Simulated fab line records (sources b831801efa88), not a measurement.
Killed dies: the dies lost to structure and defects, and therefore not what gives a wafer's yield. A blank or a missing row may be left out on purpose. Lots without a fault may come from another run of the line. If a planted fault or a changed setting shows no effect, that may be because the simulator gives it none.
Matching of chambers	flow gf180mcu	4 sister chambers for GF_CONTACT_ETCH_16 on rie_diel-03
The step etches BARC in N2/H2. 14 wafers are shown with their chamber, then 7 later ones without.

== WAFERS PAIRED WITH THEIR CHAMBERS ==
wafer	chamber	drypump_motor_current_A (A)	throttle_valve_pct (%)	oes_product_au (a.u.)
L075.1	2	4.91	13.215	0.849
L075.3	3	5.21	13.229	0.860
L075.6	0	5.46	13.230	0.852
L076.4	3	5.20	13.221	0.859
L076.5	1	5.38	13.216	0.850
L076.6	2	4.91	13.227	0.854
L078.1	0	5.50	13.233	0.855
L078.2	1	5.40	13.212	0.859
L078.4	2	4.91	13.221	0.869
L080.1	3	5.21	13.236	0.855
L080.2	1	5.40	13.206	0.856
L080.3	2	4.91	13.219	0.850
L083.1	0	5.44	13.232	0.854
L083.3	2	4.91	13.232	0.854

SIGNATURES, as means of the wafers listed above
reading	chamber 0	chamber 1	chamber 2	chamber 3	scatter within a chamber
drypump_motor_current_A	5.4667	5.3933	4.9100	5.2067	0.0148
throttle_valve_pct	13.23167	13.21133	13.22280	13.22867	0.00591
oes_product_au	0.85367	0.85500	0.85520	0.85800	0.00565
Rule: a wafer's distance from a chamber is the root of the sum, over the readings, of the square of ((its reading less the chamber's mean) divided by the reading's scatter). If the next closest chamber is less than 2 further off than the closest, the wafer can't be placed; otherwise it belongs to the closest. The scatter: take each reading less its chamber's mean, square it, sum over the shown wafers, divide by the number of wafers less the number of chambers, and take the root.

== WAFERS WITHOUT THEIR CHAMBER ==
wafer	drypump_motor_current_A (A)	throttle_valve_pct (%)	oes_product_au (a.u.)
L083.4	5.20	13.225	0.850
L090.4	5.39	13.226	0.853
L090.5	5.49	13.229	0.859
L090.6	5.20	13.220	0.850
L095.2	5.40	13.232	0.850
L095.3	4.91	13.237	0.858
L095.6	5.50	13.218	0.856

== CHAMBER TAKEN BY EACH ==
wafer	from the rows above	in truth
L083.4	3	3
L090.4	1	1
L090.5	0	0
L090.6	3	3
L095.2	can't be placed: 1 or 0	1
L095.3	2	2
L095.6	0	0
Placed correctly: 6 of 7. Can't be placed from these rows: 1 (the true chamber is among the candidates in 1). 0 placed wrongly.
